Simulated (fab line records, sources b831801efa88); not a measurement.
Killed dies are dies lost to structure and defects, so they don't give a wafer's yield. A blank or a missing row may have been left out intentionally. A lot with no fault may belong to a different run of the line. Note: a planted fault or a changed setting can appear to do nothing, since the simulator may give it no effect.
A struck lot beside a sound one ; flow sky130 ; 18 out of 708 route steps
Sound: the wafers L800.2, L800.3, L800.4. Struck: wafer L810.4. (L810.1 of the same lot was not struck and is left out.) The cause comes at the end.
At each step with rows: each side's tool, then ch and its chambers, then its first start. Under that, the readings that differ: sound wafers ; struck wafers ; difference of the means ; sigmas: that difference in standard deviations of wafers without a fault.
alike: readings whose means differ by less than 2 such deviations, and words and numbers that are the same on both sides. not compared: withheld readings, readings that some wafer has no value for, bounds like >300 that may hide the same value, and numbers for which the record gives no deviation and whose values overlap.
The two part at a step that has a row with sigmas, a row that says differs or no value, or rows on one side only. Numbers that don't overlap but have no deviation are shown without sigmas and don't part them. A reading that every wafer of one side lacks parts them only if that side has two wafers or more.

first, 3 steps without rows for these wafers: SKY_VT_ADJUST_NCORE_EXPOSE_04 (exposes mask LVTN COMPLEMENT THIN, target cd 380 nm); SKY_VT_ADJUST_NCORE_PEB_05; SKY_VT_ADJUST_NCORE_DEVELOP_06 (develop time 60 s).
SKY_VT_ADJUST_NCORE_CD_MEAS_07: the cd target is 380 nm.
  sound on cd sem-01, day 9 09:29; struck on cd sem-01, day 12 10:04
  alike: cd nm
SKY_VT_ADJUST_NCORE_OVL_MEAS_08:
  sound on overlay-01, day 9 09:35; struck on overlay-01, day 12 10:12
  alike: VT_ADJUST_NCORE_OVL
then, 1 step without rows for these wafers: SKY_VT_ADJUST_NCORE_IMPLANT_09.
SKY_VT_ADJUST_NCORE_STRIP_10: strips in O2/N2.
  sound on plasma asher-04 ch 0,1, day 9 09:46; struck on plasma asher-03 ch 0, day 12 10:23
  alike: drypump motor current A, oes product au, strip time to endpoint s
  not compared: rf hours counter h
SKY_VT_ADJUST_NCORE_TW_MEAS_11:
  sound on film metro-03, day 9 09:53; struck on film metro-04, day 12 10:29
  alike: VT_ADJUST_NCORE_TW
then, 4 steps without rows for these wafers: SKY_VT_ADJUST_HVTR_DEHYDRATE_00 (time 60 s); SKY_VT_ADJUST_HVTR_HMDS_01 (prime time 60 s); SKY_VT_ADJUST_HVTR_COAT_02 (resist thk 1140 nm); SKY_VT_ADJUST_HVTR_SOFTBAKE_03 (time 60 s).
SKY_VT_ADJUST_HVTR_EXPOSE_04: exposes mask HVTRM, target cd 380 nm.
  sound on iline stepper-02 ch 0, day 9 21:35; struck on iline stepper-01 ch 0, day 12 23:49
  alike: mask
then, 2 steps without rows for these wafers: SKY_VT_ADJUST_HVTR_PEB_05; SKY_VT_ADJUST_HVTR_DEVELOP_06 (develop time 60 s).
SKY_VT_ADJUST_HVTR_CD_MEAS_07: the cd target is 380 nm.
  sound on cd sem-01, day 10 08:47; struck on cd sem-01, day 13 12:12
reading;sound;struck;difference;sigmas
cd nm (nm);379.6 379.6 377.3;366.1;-12.7;-5
  not compared: hold
SKY_VT_ADJUST_HVTR_OVL_MEAS_08:
  sound on overlay-01, day 10 08:53; struck on overlay-01, day 13 14:16
reading;sound;struck;difference;sigmas
hold;- - -;await dispo/1.9h/release;no value on the sound wafers;
  alike: VT_ADJUST_HVTR_OVL
-- record jumps: 36 days separate the struck wafers' starts on either side; left off in module VT_ADJUST_HVTR, taken up again in module PAD_OPEN, whose first shown step is the route's number 708 --
SKY_PAD_OPEN_PROBE_99:
  only the struck wafers here have rows in the record (prober-02, day 49 18:38); the sound ones have none

== WHERE THEY PART ==
At SKY_VT_ADJUST_HVTR_CD_MEAS_07 first; at SKY_PAD_OPEN_PROBE_99 last (within this record only).

WHY: what the simulator had put in
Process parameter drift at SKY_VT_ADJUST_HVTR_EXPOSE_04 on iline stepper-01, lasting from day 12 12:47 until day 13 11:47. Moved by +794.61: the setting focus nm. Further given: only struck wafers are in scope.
